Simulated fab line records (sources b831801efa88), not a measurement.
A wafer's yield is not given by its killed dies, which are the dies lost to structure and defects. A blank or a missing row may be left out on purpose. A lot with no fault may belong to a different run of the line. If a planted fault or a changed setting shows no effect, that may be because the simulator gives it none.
What tool caused it? / flow sky130 / 39 wafers from 13 lots sampled at 4 of the route's 708 steps

## WHAT THE GAUGES READ, wafer by wafer
SKY_POLY_GATE_THK_MEAS_21. Usual: POLY_GATE_OXIDATION_THK gives 3.97 nm (standard deviation 0.066).
lot=L668; measured=day 16 15:32; on=filmMetro-03; POLY_GATE_OXIDATION_THK (nm)=3.87 3.96 3.96; flag=
lot=L669; measured=day 17 15:02; on=filmMetro-04; POLY_GATE_OXIDATION_THK (nm)=3.90 3.93 3.91; flag=
lot=L670; measured=day 17 17:41; on=filmMetro-03; POLY_GATE_OXIDATION_THK (nm)=3.83 3.90 3.89; flag=
lot=L671; measured=day 19 02:57; on=filmMetro-04; POLY_GATE_OXIDATION_THK (nm)=3.90 3.98 3.92; flag=
lot=L672; measured=day 19 06:18; on=filmMetro-03; POLY_GATE_OXIDATION_THK (nm)=4.04 3.96 3.93; flag=
lot=L674; measured=day 19 07:11; on=filmMetro-04; POLY_GATE_OXIDATION_THK (nm)=3.99 4.01 4.02; flag=
lot=L675; measured=day 19 14:26; on=filmMetro-04; POLY_GATE_OXIDATION_THK (nm)=3.92 3.90 3.90; flag=
lot=L679; measured=day 20 20:02; on=filmMetro-03; POLY_GATE_OXIDATION_THK (nm)=3.97 3.94 3.99; flag=
lot=L683; measured=day 22 10:44; on=filmMetro-04; POLY_GATE_OXIDATION_THK (nm)=3.90 3.90 4.02; flag=
lot=L684; measured=day 22 17:14; on=filmMetro-01; POLY_GATE_OXIDATION_THK (nm)=4.01 3.98 3.90; flag=
lot=L686; measured=day 23 10:16; on=filmMetro-03; POLY_GATE_OXIDATION_THK (nm)=4.04 4.13 4.03; flag=
lot=L688; measured=day 23 20:19; on=filmMetro-04; POLY_GATE_OXIDATION_THK (nm)=4.11 4.12 4.06; flag=
lot=L689; measured=day 24 03:07; on=filmMetro-03; POLY_GATE_OXIDATION_THK (nm)=3.92 3.99 4.02; flag=

SKY_SD_N_OVL_MEAS_08. Usual: SD_N_OVL gives -0.3 nm (standard deviation 1.4).
lot=L668; measured=day 28 00:58; on=overlay-02; SD_N_OVL (nm)=0.7 0.4 -0.3; flag=
lot=L669; measured=day 28 23:16; on=overlay-01; SD_N_OVL (nm)=-2.0 -2.0 -2.7; flag=
lot=L670; measured=day 29 01:58; on=overlay-02; SD_N_OVL (nm)=-1.8 -0.1 -2.1; flag=
lot=L671; measured=day 30 09:30; on=overlay-02; SD_N_OVL (nm)=3.0 2.7 2.6; flag=
lot=L672; measured=day 30 14:12; on=overlay-02; SD_N_OVL (nm)=-0.4 -1.8 -0.1; flag=
lot=L674; measured=day 30 13:28; on=overlay-01; SD_N_OVL (nm)=0.8 0.6 0.9; flag=
lot=L675; measured=day 30 17:31; on=overlay-01; SD_N_OVL (nm)=-2.0 -4.3 -2.7; flag=
lot=L679; measured=day 31 21:23; on=overlay-01; SD_N_OVL (nm)=0.6 -0.4 0.9; flag=
lot=L683; measured=day 33 07:19; on=overlay-01; SD_N_OVL (nm)=-1.3 -2.1 -0.1; flag=
lot=L684; measured=day 33 11:29; on=overlay-02; SD_N_OVL (nm)=-2.1 -0.9 -2.7; flag=
lot=L686; measured=day 34 03:37; on=overlay-01; SD_N_OVL (nm)=-0.5 -1.3 -1.6; flag=
lot=L688; measured=day 34 11:43; on=overlay-01; SD_N_OVL (nm)=0.9 -0.5 1.0; flag=
lot=L689; measured=day 34 19:28; on=overlay-01; SD_N_OVL (nm)=-0.4 0.7 -1.3; flag=

## WHAT TOOL EACH LOT RAN ON (gives the tool, then ch and the chambers of the sampled wafers, and finally the start)
lot=L668; SKY_SONOS_ONO_ETCH_15=rieDiel-03 ch 0,1,3, day 12 18:17; SKY_POLY_CUT_SOFTBAKE_04=lithoTrack-02 ch 0, day 23 17:00
lot=L669; SKY_SONOS_ONO_ETCH_15=rieDiel-04 ch 2,3, day 13 15:08; SKY_POLY_CUT_SOFTBAKE_04=lithoTrack-02 ch 0, day 24 17:00
lot=L670; SKY_SONOS_ONO_ETCH_15=rieDiel-03 ch 1,3, day 13 19:24; SKY_POLY_CUT_SOFTBAKE_04=lithoTrack-02 ch 0, day 24 20:00
lot=L671; SKY_SONOS_ONO_ETCH_15=rieDiel-01 ch 0,1,3, day 15 02:54; SKY_POLY_CUT_SOFTBAKE_04=lithoTrack-03 ch 0, day 26 05:00
lot=L672; SKY_SONOS_ONO_ETCH_15=rieDiel-03 ch 1,3, day 15 03:03; SKY_POLY_CUT_SOFTBAKE_04=lithoTrack-04 ch 0, day 26 09:00
lot=L674; SKY_SONOS_ONO_ETCH_15=rieDiel-01 ch 0,1,3, day 15 03:21; SKY_POLY_CUT_SOFTBAKE_04=lithoTrack-03 ch 0, day 26 09:00
lot=L675; SKY_SONOS_ONO_ETCH_15=rieDiel-03 ch 2,3, day 15 10:33; SKY_POLY_CUT_SOFTBAKE_04=lithoTrack-04 ch 0, day 26 14:00
lot=L679; SKY_SONOS_ONO_ETCH_15=rieDiel-01 ch 1,3, day 16 17:17; SKY_POLY_CUT_SOFTBAKE_04=lithoTrack-03 ch 0, day 27 20:00
lot=L683; SKY_SONOS_ONO_ETCH_15=rieDiel-04 ch 2,3, day 18 05:17; SKY_POLY_CUT_SOFTBAKE_04=lithoTrack-02 ch 0, day 29 07:00
lot=L684; SKY_SONOS_ONO_ETCH_15=rieDiel-01 ch 1,2,3, day 18 10:42; SKY_POLY_CUT_SOFTBAKE_04=lithoTrack-02 ch 0, day 29 12:00
lot=L686; SKY_SONOS_ONO_ETCH_15=rieDiel-01 ch 0,1, day 19 06:17; SKY_POLY_CUT_SOFTBAKE_04=lithoTrack-03 ch 0, day 30 04:00
lot=L688; SKY_SONOS_ONO_ETCH_15=rieDiel-04 ch 0,1,3, day 19 15:56; SKY_POLY_CUT_SOFTBAKE_04=lithoTrack-04 ch 0, day 30 13:00
lot=L689; SKY_SONOS_ONO_ETCH_15=rieDiel-03 ch 0,2, day 19 21:32; SKY_POLY_CUT_SOFTBAKE_04=lithoTrack-04 ch 0, day 30 21:00
- SKY_SONOS_ONO_ETCH_15: etches the open film in CHF3/O2, target depth 19.52 nm, time 7.8 s.
- SKY_POLY_CUT_SOFTBAKE_04: time 90 s.

## WHAT THE TOOLS THEMSELVES READ (means of the sampled wafers that have a number; where no wafer has one, the mark that the record gives instead)
SKY_SONOS_ONO_ETCH_15. Usual: drypumpMotorCurrentA 5.7 A, standard deviation 0.5; oesProductAu 1.002 a.u., standard deviation 0.0077; throttleValvePct 8.825 %, standard deviation 0.0089.
lot=L668; tool=rieDiel-03; drypumpMotorCurrentA (A)=5.5; oesProductAu (a.u.)=1.011; throttleValvePct (%)=8.828; flag=
lot=L669; tool=rieDiel-04; drypumpMotorCurrentA (A)=5.9; oesProductAu (a.u.)=1.002; throttleValvePct (%)=8.828; flag=
lot=L670; tool=rieDiel-03; drypumpMotorCurrentA (A)=6.0; oesProductAu (a.u.)=1.001; throttleValvePct (%)=8.825; flag=
lot=L671; tool=rieDiel-01; drypumpMotorCurrentA (A)=5.7; oesProductAu (a.u.)=1.007; throttleValvePct (%)=8.824; flag=
lot=L672; tool=rieDiel-03; drypumpMotorCurrentA (A)=6.1; oesProductAu (a.u.)=0.990; throttleValvePct (%)=8.827; flag=
lot=L674; tool=rieDiel-01; drypumpMotorCurrentA (A)=5.7; oesProductAu (a.u.)=1.001; throttleValvePct (%)=8.828; flag=
lot=L675; tool=rieDiel-03; drypumpMotorCurrentA (A)=5.9; oesProductAu (a.u.)=1.010; throttleValvePct (%)=8.827; flag=
lot=L679; tool=rieDiel-01; drypumpMotorCurrentA (A)=5.6; oesProductAu (a.u.)=1.002; throttleValvePct (%)=8.840; flag=
lot=L683; tool=rieDiel-04; drypumpMotorCurrentA (A)=5.8; oesProductAu (a.u.)=0.997; throttleValvePct (%)=8.827; flag=
lot=L684; tool=rieDiel-01; drypumpMotorCurrentA (A)=5.7; oesProductAu (a.u.)=1.002; throttleValvePct (%)=8.825; flag=
lot=L686; tool=rieDiel-01; drypumpMotorCurrentA (A)=5.5; oesProductAu (a.u.)=1.004; throttleValvePct (%)=8.818; flag=
lot=L688; tool=rieDiel-04; drypumpMotorCurrentA (A)=6.1; oesProductAu (a.u.)=1.000; throttleValvePct (%)=8.825; flag=
lot=L689; tool=rieDiel-03; drypumpMotorCurrentA (A)=4.8; oesProductAu (a.u.)=1.003; throttleValvePct (%)=8.811; flag=

SKY_POLY_CUT_SOFTBAKE_04. Usual: heaterPowerTotalW 57.36 W, standard deviation 0.11; plateTempC 99.99 C, standard deviation 0.11.
lot=L668; tool=lithoTrack-02; heaterPowerTotalW (W)=57.28; plateTempC (C)=100.00; flag=
lot=L669; tool=lithoTrack-02; heaterPowerTotalW (W)=57.34; plateTempC (C)=99.95; flag=
lot=L670; tool=lithoTrack-02; heaterPowerTotalW (W)=57.28; plateTempC (C)=100.04; flag=
lot=L671; tool=lithoTrack-03; heaterPowerTotalW (W)=57.50; plateTempC (C)=99.84; flag=
lot=L672; tool=lithoTrack-04; heaterPowerTotalW (W)=57.38; plateTempC (C)=100.02; flag=
lot=L674; tool=lithoTrack-03; heaterPowerTotalW (W)=57.40; plateTempC (C)=99.96; flag=
lot=L675; tool=lithoTrack-04; heaterPowerTotalW (W)=57.40; plateTempC (C)=100.01; flag=
lot=L679; tool=lithoTrack-03; heaterPowerTotalW (W)=57.36; plateTempC (C)=99.99; flag=
lot=L683; tool=lithoTrack-02; heaterPowerTotalW (W)=54.48; plateTempC (C)=96.36; flag=OFF
lot=L684; tool=lithoTrack-02; heaterPowerTotalW (W)=54.56; plateTempC (C)=96.47; flag=OFF
lot=L686; tool=lithoTrack-03; heaterPowerTotalW (W)=57.35; plateTempC (C)=100.09; flag=
lot=L688; tool=lithoTrack-04; heaterPowerTotalW (W)=57.31; plateTempC (C)=100.13; flag=
lot=L689; tool=lithoTrack-04; heaterPowerTotalW (W)=57.24; plateTempC (C)=99.94; flag=

## THE ANSWER, worked out from the rows above alone
Rule: a lot is off if the mean of its wafers that have a number lies more than 3 standard deviations from the usual mean. A lot without any number at a reading at which 4 lots or more have one is off too. Where the step has rows for the other lots, those lots are counted as sound. Order of review: gauges by route order, followed by the tools' own readings, for which a lot's mean as printed above is used. At the first step where some lot is off, the reading lying furthest off is the one used; lots without a number count as furthest.
Off: L683, L684, at SKY_POLY_CUT_SOFTBAKE_04 (plateTempC).
A tool fits if, at that step or a process step before it, it ran every lot that is off, and no sound lot after the first of them. One fits: SKY_POLY_CUT_SOFTBAKE_04 on lithoTrack-02. A fault onset in the window from L670 (day 24 20:00, its last sound lot) to L683 (day 29 07:00, its first lot off) fits.
The tool's own readings at SKY_POLY_CUT_SOFTBAKE_04 bear it out: on the lots that are off they differ by more than 5 times the standard deviation of the sound lots' means. heaterPowerTotalW reads 54.52 W there against 57.35 W on the sound lots; plateTempC reads 96.41 C there against 100.00 C on the sound lots.

## WHAT THE SIMULATOR PUT IN
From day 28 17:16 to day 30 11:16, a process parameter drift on lithoTrack-02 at SKY_POLY_CUT_SOFTBAKE_04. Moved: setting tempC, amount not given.
Struck lots among those shown: L683, L684. The rule above reached the same finding.
